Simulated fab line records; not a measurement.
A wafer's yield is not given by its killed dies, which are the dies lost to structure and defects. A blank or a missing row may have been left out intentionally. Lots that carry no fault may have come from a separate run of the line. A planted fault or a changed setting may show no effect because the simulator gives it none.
Which of the tools did it? || flow sfq-line || 14 lots, 42 wafers sampled, at 4 steps of a route of 325

== WHAT THE GAUGES SHOWED, per wafer ==
Not one reading of a measure or inspect step in the record can be checked against a usual standard deviation.

== WHAT TOOL EACH LOT RAN ON (gives the tool, then ch and the chambers of the sampled wafers, and finally the start) ==
{"lot": "L263", "SFQ_TRILAYER_L0_CAP_PECVD_011": "pecvd-02 ch 1,2, day 4 14:10", "SFQ_TRILAYER_M3_ETCH_METAL_ETCH_078": "rie-metal-01 ch 0,1, day 30 09:20", "SFQ_TRILAYER_JJ_TRILAYER_DEP_SPUTTER_109": "pvd-sputter-04, day 48 18:04", "SFQ_TRILAYER_I7_METRO_MEASURE_185": "film-metro-02, day 82 07:48"}
{"lot": "L267", "SFQ_TRILAYER_L0_CAP_PECVD_011": "pecvd-03 ch 0,1,2, day 5 13:02", "SFQ_TRILAYER_M3_ETCH_METAL_ETCH_078": "rie-metal-02 ch 0, day 32 18:13", "SFQ_TRILAYER_JJ_TRILAYER_DEP_SPUTTER_109": "pvd-sputter-04, day 50 19:08", "SFQ_TRILAYER_I7_METRO_MEASURE_185": "film-metro-04, day 82 18:37"}
{"lot": "L268", "SFQ_TRILAYER_L0_CAP_PECVD_011": "pecvd-04 ch 0,1,2, day 5 21:27", "SFQ_TRILAYER_M3_ETCH_METAL_ETCH_078": "rie-metal-01 ch 0,1, day 34 18:55", "SFQ_TRILAYER_JJ_TRILAYER_DEP_SPUTTER_109": "pvd-sputter-06, day 51 01:08", "SFQ_TRILAYER_I7_METRO_MEASURE_185": "film-metro-04, day 86 13:43"}
{"lot": "L271", "SFQ_TRILAYER_L0_CAP_PECVD_011": "pecvd-02 ch 0,1,2, day 6 18:50", "SFQ_TRILAYER_M3_ETCH_METAL_ETCH_078": "rie-metal-01 ch 0,1, day 36 21:41", "SFQ_TRILAYER_JJ_TRILAYER_DEP_SPUTTER_109": "pvd-sputter-04, day 51 11:46", "SFQ_TRILAYER_I7_METRO_MEASURE_185": "film-metro-04, day 86 19:07"}
{"lot": "L273", "SFQ_TRILAYER_L0_CAP_PECVD_011": "pecvd-03 ch 0,1,2, day 7 05:24", "SFQ_TRILAYER_M3_ETCH_METAL_ETCH_078": "rie-metal-01 ch 0,1, day 37 04:39", "SFQ_TRILAYER_JJ_TRILAYER_DEP_SPUTTER_109": "pvd-sputter-03, day 51 20:10", "SFQ_TRILAYER_I7_METRO_MEASURE_185": "film-metro-01, day 87 01:19"}
{"lot": "L275", "SFQ_TRILAYER_L0_CAP_PECVD_011": "pecvd-04 ch 0,1,2, day 7 18:36", "SFQ_TRILAYER_M3_ETCH_METAL_ETCH_078": "rie-metal-03 ch 0,1, day 38 17:07", "SFQ_TRILAYER_JJ_TRILAYER_DEP_SPUTTER_109": "pvd-sputter-03, day 53 03:22", "SFQ_TRILAYER_I7_METRO_MEASURE_185": "film-metro-02, day 87 10:39"}
{"lot": "L276", "SFQ_TRILAYER_L0_CAP_PECVD_011": "pecvd-03 ch 0,1,2, day 8 00:36", "SFQ_TRILAYER_M3_ETCH_METAL_ETCH_078": "rie-metal-02 ch 0,1, day 38 20:43", "SFQ_TRILAYER_JJ_TRILAYER_DEP_SPUTTER_109": "pvd-sputter-03, day 53 10:11", "SFQ_TRILAYER_I7_METRO_MEASURE_185": "film-metro-04, day 87 16:39"}
{"lot": "L277", "SFQ_TRILAYER_L0_CAP_PECVD_011": "pecvd-04 ch 1,2, day 8 05:24", "SFQ_TRILAYER_M3_ETCH_METAL_ETCH_078": "rie-metal-02 ch 0,1, day 39 05:14", "SFQ_TRILAYER_JJ_TRILAYER_DEP_SPUTTER_109": "pvd-sputter-06, day 53 13:46", "SFQ_TRILAYER_I7_METRO_MEASURE_185": "film-metro-01, day 87 21:27"}
{"lot": "L279", "SFQ_TRILAYER_L0_CAP_PECVD_011": "pecvd-03 ch 0,2, day 8 16:12", "SFQ_TRILAYER_M3_ETCH_METAL_ETCH_078": "rie-metal-02 ch 0,1, day 39 10:47", "SFQ_TRILAYER_JJ_TRILAYER_DEP_SPUTTER_109": "pvd-sputter-04, day 53 23:22", "SFQ_TRILAYER_I7_METRO_MEASURE_185": "film-metro-01, day 88 04:39"}
{"lot": "L281", "SFQ_TRILAYER_L0_CAP_PECVD_011": "pecvd-02 ch 1,2, day 9 06:36", "SFQ_TRILAYER_M3_ETCH_METAL_ETCH_078": "rie-metal-02 ch 0,1, day 39 22:29", "SFQ_TRILAYER_JJ_TRILAYER_DEP_SPUTTER_109": "pvd-sputter-06, day 54 06:39", "SFQ_TRILAYER_I7_METRO_MEASURE_185": "film-metro-02, day 88 16:13"}
{"lot": "L282", "SFQ_TRILAYER_L0_CAP_PECVD_011": "pecvd-03 ch 0,1,2, day 9 11:24", "SFQ_TRILAYER_M3_ETCH_METAL_ETCH_078": "rie-metal-03 ch 0,1, day 40 00:53", "SFQ_TRILAYER_JJ_TRILAYER_DEP_SPUTTER_109": "pvd-sputter-04, day 54 07:46", "SFQ_TRILAYER_I7_METRO_MEASURE_185": "film-metro-04, day 88 23:33"}
{"lot": "L283", "SFQ_TRILAYER_L0_CAP_PECVD_011": "pecvd-02 ch 0,1,2, day 9 16:12", "SFQ_TRILAYER_M3_ETCH_METAL_ETCH_078": "rie-metal-02 ch 0, day 40 08:20", "SFQ_TRILAYER_JJ_TRILAYER_DEP_SPUTTER_109": "pvd-sputter-03, day 54 14:58", "SFQ_TRILAYER_I7_METRO_MEASURE_185": "film-metro-02, day 89 00:35"}
{"lot": "L284", "SFQ_TRILAYER_L0_CAP_PECVD_011": "pecvd-03 ch 1,2, day 9 22:12", "SFQ_TRILAYER_M3_ETCH_METAL_ETCH_078": "rie-metal-01 ch 0,1, day 40 23:13", "SFQ_TRILAYER_JJ_TRILAYER_DEP_SPUTTER_109": "pvd-sputter-03, day 54 22:46", "SFQ_TRILAYER_I7_METRO_MEASURE_185": "film-metro-04, day 89 06:23"}
{"lot": "L285", "SFQ_TRILAYER_L0_CAP_PECVD_011": "pecvd-03 ch 0,2, day 10 04:12", "SFQ_TRILAYER_M3_ETCH_METAL_ETCH_078": "rie-metal-03 ch 0,1, day 42 19:22", "SFQ_TRILAYER_JJ_TRILAYER_DEP_SPUTTER_109": "pvd-sputter-03, day 55 13:46", "SFQ_TRILAYER_I7_METRO_MEASURE_185": "film-metro-01, day 89 09:21"}
- SFQ_TRILAYER_L0_CAP_PECVD_011: deposits SiO2 from SiH4/N2O, time 13.333 s, target thk 60 nm.
- SFQ_TRILAYER_M3_ETCH_METAL_ETCH_078: etches Nb in Cl2/Ar, stops on SiO2, target depth 240 nm, time 120 s.
- SFQ_TRILAYER_JJ_TRILAYER_DEP_SPUTTER_109: material Nb, target thk 150 nm, time 100 s.
- SFQ_TRILAYER_I7_METRO_MEASURE_185

== WHAT THE TOOLS THEMSELVES READ (means of the sampled wafers that have a number; where no wafer has one, the mark that the record gives instead) ==
SFQ_TRILAYER_L0_CAP_PECVD_011. Usual: heater-power-w 83 W, standard deviation 17; throttle-valve-pct 25.2 %, standard deviation 0.89.
{"lot": "L263", "tool": "pecvd-02", "heater-power-w (W)": 68, "throttle-valve-pct (%)": 24.6, "flag": ""}
{"lot": "L267", "tool": "pecvd-03", "heater-power-w (W)": 103, "throttle-valve-pct (%)": 24.9, "flag": ""}
{"lot": "L268", "tool": "pecvd-04", "heater-power-w (W)": 82, "throttle-valve-pct (%)": 25.6, "flag": ""}
{"lot": "L271", "tool": "pecvd-02", "heater-power-w (W)": 72, "throttle-valve-pct (%)": 25.1, "flag": ""}
{"lot": "L273", "tool": "pecvd-03", "heater-power-w (W)": 104, "throttle-valve-pct (%)": 25.0, "flag": ""}
{"lot": "L275", "tool": "pecvd-04", "heater-power-w (W)": 75, "throttle-valve-pct (%)": 25.5, "flag": ""}
{"lot": "L276", "tool": "pecvd-03", "heater-power-w (W)": 103, "throttle-valve-pct (%)": 25.0, "flag": ""}
{"lot": "L277", "tool": "pecvd-04", "heater-power-w (W)": 74, "throttle-valve-pct (%)": 26.1, "flag": ""}
{"lot": "L279", "tool": "pecvd-03", "heater-power-w (W)": 99, "throttle-valve-pct (%)": 25.6, "flag": ""}
{"lot": "L281", "tool": "pecvd-02", "heater-power-w (W)": 69, "throttle-valve-pct (%)": 24.8, "flag": ""}
{"lot": "L282", "tool": "pecvd-03", "heater-power-w (W)": 103, "throttle-valve-pct (%)": 25.2, "flag": ""}
{"lot": "L283", "tool": "pecvd-02", "heater-power-w (W)": 68, "throttle-valve-pct (%)": 25.3, "flag": ""}
{"lot": "L284", "tool": "pecvd-03", "heater-power-w (W)": 101, "throttle-valve-pct (%)": 24.4, "flag": ""}
{"lot": "L285", "tool": "pecvd-03", "heater-power-w (W)": 95, "throttle-valve-pct (%)": 25.5, "flag": ""}

SFQ_TRILAYER_M3_ETCH_METAL_ETCH_078. Usual: drypump-motor-current-A 5.4 A, standard deviation 0.39; oes-product-au 0.894 a.u., standard deviation 0.0078.
{"lot": "L263", "tool": "rie-metal-01", "drypump-motor-current-A (A)": 5.7, "oes-product-au (a.u.)": 0.888, "flag": ""}
{"lot": "L267", "tool": "rie-metal-02", "drypump-motor-current-A (A)": 5.7, "oes-product-au (a.u.)": 0.903, "flag": ""}
{"lot": "L268", "tool": "rie-metal-01", "drypump-motor-current-A (A)": 5.5, "oes-product-au (a.u.)": 0.890, "flag": ""}
{"lot": "L271", "tool": "rie-metal-01", "drypump-motor-current-A (A)": 5.7, "oes-product-au (a.u.)": 0.783, "flag": "OFF"}
{"lot": "L273", "tool": "rie-metal-01", "drypump-motor-current-A (A)": 5.6, "oes-product-au (a.u.)": 0.791, "flag": "OFF"}
{"lot": "L275", "tool": "rie-metal-03", "drypump-motor-current-A (A)": 5.4, "oes-product-au (a.u.)": 0.886, "flag": ""}
{"lot": "L276", "tool": "rie-metal-02", "drypump-motor-current-A (A)": 5.3, "oes-product-au (a.u.)": 0.890, "flag": ""}
{"lot": "L277", "tool": "rie-metal-02", "drypump-motor-current-A (A)": 5.4, "oes-product-au (a.u.)": 0.896, "flag": ""}
{"lot": "L279", "tool": "rie-metal-02", "drypump-motor-current-A (A)": 5.0, "oes-product-au (a.u.)": 0.901, "flag": ""}
{"lot": "L281", "tool": "rie-metal-02", "drypump-motor-current-A (A)": 5.0, "oes-product-au (a.u.)": 0.898, "flag": ""}
{"lot": "L282", "tool": "rie-metal-03", "drypump-motor-current-A (A)": 5.3, "oes-product-au (a.u.)": 0.890, "flag": ""}
{"lot": "L283", "tool": "rie-metal-02", "drypump-motor-current-A (A)": 5.7, "oes-product-au (a.u.)": 0.899, "flag": ""}
{"lot": "L284", "tool": "rie-metal-01", "drypump-motor-current-A (A)": 5.7, "oes-product-au (a.u.)": 0.894, "flag": ""}
{"lot": "L285", "tool": "rie-metal-03", "drypump-motor-current-A (A)": 5.3, "oes-product-au (a.u.)": 0.897, "flag": ""}

SFQ_TRILAYER_JJ_TRILAYER_DEP_SPUTTER_109. Usual: throttle-valve-pct at 30.3 %, with a standard deviation of 0.83.
{"lot": "L263", "tool": "pvd-sputter-04", "throttle-valve-pct (%)": 29.5, "flag": ""}
{"lot": "L267", "tool": "pvd-sputter-04", "throttle-valve-pct (%)": 30.6, "flag": ""}
{"lot": "L268", "tool": "pvd-sputter-06", "throttle-valve-pct (%)": 30.5, "flag": ""}
{"lot": "L271", "tool": "pvd-sputter-04", "throttle-valve-pct (%)": 29.8, "flag": ""}
{"lot": "L273", "tool": "pvd-sputter-03", "throttle-valve-pct (%)": 30.7, "flag": ""}
{"lot": "L275", "tool": "pvd-sputter-03", "throttle-valve-pct (%)": 30.1, "flag": ""}
{"lot": "L276", "tool": "pvd-sputter-03", "throttle-valve-pct (%)": 30.4, "flag": ""}
{"lot": "L277", "tool": "pvd-sputter-06", "throttle-valve-pct (%)": 29.8, "flag": ""}
{"lot": "L279", "tool": "pvd-sputter-04", "throttle-valve-pct (%)": 29.9, "flag": ""}
{"lot": "L281", "tool": "pvd-sputter-06", "throttle-valve-pct (%)": 29.9, "flag": ""}
{"lot": "L282", "tool": "pvd-sputter-04", "throttle-valve-pct (%)": 30.5, "flag": ""}
{"lot": "L283", "tool": "pvd-sputter-03", "throttle-valve-pct (%)": 30.1, "flag": ""}
{"lot": "L284", "tool": "pvd-sputter-03", "throttle-valve-pct (%)": 31.0, "flag": ""}
{"lot": "L285", "tool": "pvd-sputter-03", "throttle-valve-pct (%)": 30.7, "flag": ""}

SFQ_TRILAYER_I7_METRO_MEASURE_185. Usual: thk-nm at 200.2 nm, with a standard deviation of 1.1.
{"lot": "L263", "tool": "film-metro-02", "thk-nm (nm)": 199.3, "flag": ""}
{"lot": "L267", "tool": "film-metro-04", "thk-nm (nm)": 200.3, "flag": ""}
{"lot": "L268", "tool": "film-metro-04", "thk-nm (nm)": 200.2, "flag": ""}
{"lot": "L271", "tool": "film-metro-04", "thk-nm (nm)": 199.6, "flag": ""}
{"lot": "L273", "tool": "film-metro-01", "thk-nm (nm)": 201.8, "flag": ""}
{"lot": "L275", "tool": "film-metro-02", "thk-nm (nm)": 201.3, "flag": ""}
{"lot": "L276", "tool": "film-metro-04", "thk-nm (nm)": 199.4, "flag": ""}
{"lot": "L277", "tool": "film-metro-01", "thk-nm (nm)": 200.9, "flag": ""}
{"lot": "L279", "tool": "film-metro-01", "thk-nm (nm)": 201.7, "flag": ""}
{"lot": "L281", "tool": "film-metro-02", "thk-nm (nm)": 199.6, "flag": ""}
{"lot": "L282", "tool": "film-metro-04", "thk-nm (nm)": 199.6, "flag": ""}
{"lot": "L283", "tool": "film-metro-02", "thk-nm (nm)": 199.3, "flag": ""}
{"lot": "L284", "tool": "film-metro-04", "thk-nm (nm)": 200.2, "flag": ""}
{"lot": "L285", "tool": "film-metro-01", "thk-nm (nm)": 200.7, "flag": ""}

== THE ANSWER, worked out from the rows above alone ==
Rule: take the mean of a lot's wafers that have a number; if it is more than 3 standard deviations from the usual mean, the lot is off. A lot without any number at a reading at which 4 lots or more have one is off too. Where the step has rows for the other lots, those lots are counted as sound. After the gauges, taken in route order, come the tools' own readings; for these a lot's mean is taken, as printed above. At the first step where some lot is off, the reading lying furthest off is the one used; lots without a number count as furthest.
Off, at SFQ_TRILAYER_M3_ETCH_METAL_ETCH_078 on oes-product-au: L271, L273.
A tool fits if, at that step or a process step before it, it ran every lot that is off, and no sound lot after the first of them. Not one of the candidates tried fits.

== WHAT HAD BEEN PUT IN BY THE SIMULATOR ==
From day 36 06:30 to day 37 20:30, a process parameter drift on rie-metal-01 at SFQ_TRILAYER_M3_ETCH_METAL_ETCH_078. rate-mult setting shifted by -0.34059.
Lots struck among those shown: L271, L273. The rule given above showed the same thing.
